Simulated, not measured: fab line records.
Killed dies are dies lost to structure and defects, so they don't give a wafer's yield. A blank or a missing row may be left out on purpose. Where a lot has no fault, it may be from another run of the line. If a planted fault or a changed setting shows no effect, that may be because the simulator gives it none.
The same fault as seen by 2 desks :: flow sky130 :: every desk sees just its own numbers, and what lay behind them comes last

DESK OF THE TOOL OWNER: pvd_sputter-01
The tool's own readings at SKY_LOCAL_INTERCONNECT_SPUTTER_00 (material TiN, target thk 100 nm, time 83.3 s): means of the sampled wafers that have a number, for each lot that ran on this tool. The brackets show how far a lot's mean lies from the usual mean; more than 4 standard deviations puts the lot out of limits, marked OUT.
Columns: A = throttle_valve_pct at SKY_LOCAL_INTERCONNECT_SPUTTER_00, usual 30.2 %
lot: L943
first seen here: day 30 15:40
A: 31.1

lot: L944
first seen here: day 31 03:34
A: 30.5

lot: L957
first seen here: day 34 23:38
A: 30.6

lot: L958
first seen here: day 35 06:01
A: 30.1

lot: L959
first seen here: day 35 15:58
A: 31.5

lot: L961
first seen here: day 36 03:49
A: 30.2
Finding of this desk: none of the 6 lots has anything out of limits.

THE METROLOGY DESK
Means of the sampled wafers that have a number, per lot and without regard to the tool the lot ran on: this is what the gauges read. The brackets show how far a lot's mean lies from the usual mean; more than 4 standard deviations puts the lot out of limits, marked OUT.
Columns: A = POLY_GATE_OVL at SKY_POLY_GATE_OVL_MEAS_14, usual -2 nm; B = POLY_GATE_OXIDATION_THK at SKY_POLY_GATE_THK_MEAS_21, usual 3.96 nm; C = LOCAL_INTERCONNECT_TIN_RS at SKY_LOCAL_INTERCONNECT_RS_MEAS_01, usual 14.08 ohm/sq; D = LOCAL_INTERCONNECT_TIN_THK at SKY_LOCAL_INTERCONNECT_THK_MEAS_02, usual 100.4 nm; E = cd_nm at SKY_CONTACT_CD_MEAS_14, usual 170.2 nm
lot: L943
first seen here: day 17 23:49
A: -1
B: 3.96
C: 21.76 (+45) OUT
D: 79.8 (-16) OUT
E: 171.4

lot: L944
first seen here: day 18 08:26
A: -8
B: 3.91
C: 21.09 (+41) OUT
D: 81.1 (-15) OUT
E: 169.7

lot: L949
first seen here: day 19 19:41
A: -2
B: 3.96
C: 13.96
D: 102.1
E: 170.3

lot: L952
first seen here: day 21 03:09
A: 3
B: 4.05
C: 13.88
D: 102.5
E: 171.2

lot: L954
first seen here: day 21 15:43
A: -6
B: 4.07
C: 14.22
D: 100.1
E: 170.3

lot: L955
first seen here: day 22 10:10
A: -1
B: 3.90
C: 14.12
D: 99.2
E: 168.9

lot: L957
first seen here: day 22 21:00
A: -1
B: 4.02
C: 13.91
D: 101.0
E: 172.3

lot: L958
first seen here: day 23 04:11
A: -3
B: 3.92
C: 13.97
D: 100.7
E: 168.3

lot: L959
first seen here: day 23 14:37
A: -3
B: 3.76
C: 14.44
D: 97.5
E: 168.4

lot: L961
first seen here: day 24 05:43
A: -4
B: 4.03
C: 14.15
D: 99.8
E: 171.4
This desk reports L943, L944 out of limits; the earliest was L943 at day 30 15:44 (LOCAL_INTERCONNECT_TIN_RS at SKY_LOCAL_INTERCONNECT_RS_MEAS_01). L949, L952, L954, L955, L957, L958, L959, L961: within limits.

ALL TOGETHER
L943, L944 would have let the metrology desk raise an alarm at day 30 15:44.
Nothing out of limits was seen by the tool owner's desk.
Tool owner's desk: L943, L944 on record, inside its limits.
All the named lots went through SKY_LOCAL_INTERCONNECT_SPUTTER_00 on pvd_sputter-01.

WHAT THE SIMULATOR HAD PUT IN
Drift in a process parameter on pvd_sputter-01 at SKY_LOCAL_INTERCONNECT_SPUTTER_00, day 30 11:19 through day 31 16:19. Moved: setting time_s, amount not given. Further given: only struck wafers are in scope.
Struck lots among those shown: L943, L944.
Per desk, hours elapsed from the start of the fault to the first reading out of limits: for the metrology desk, 4.
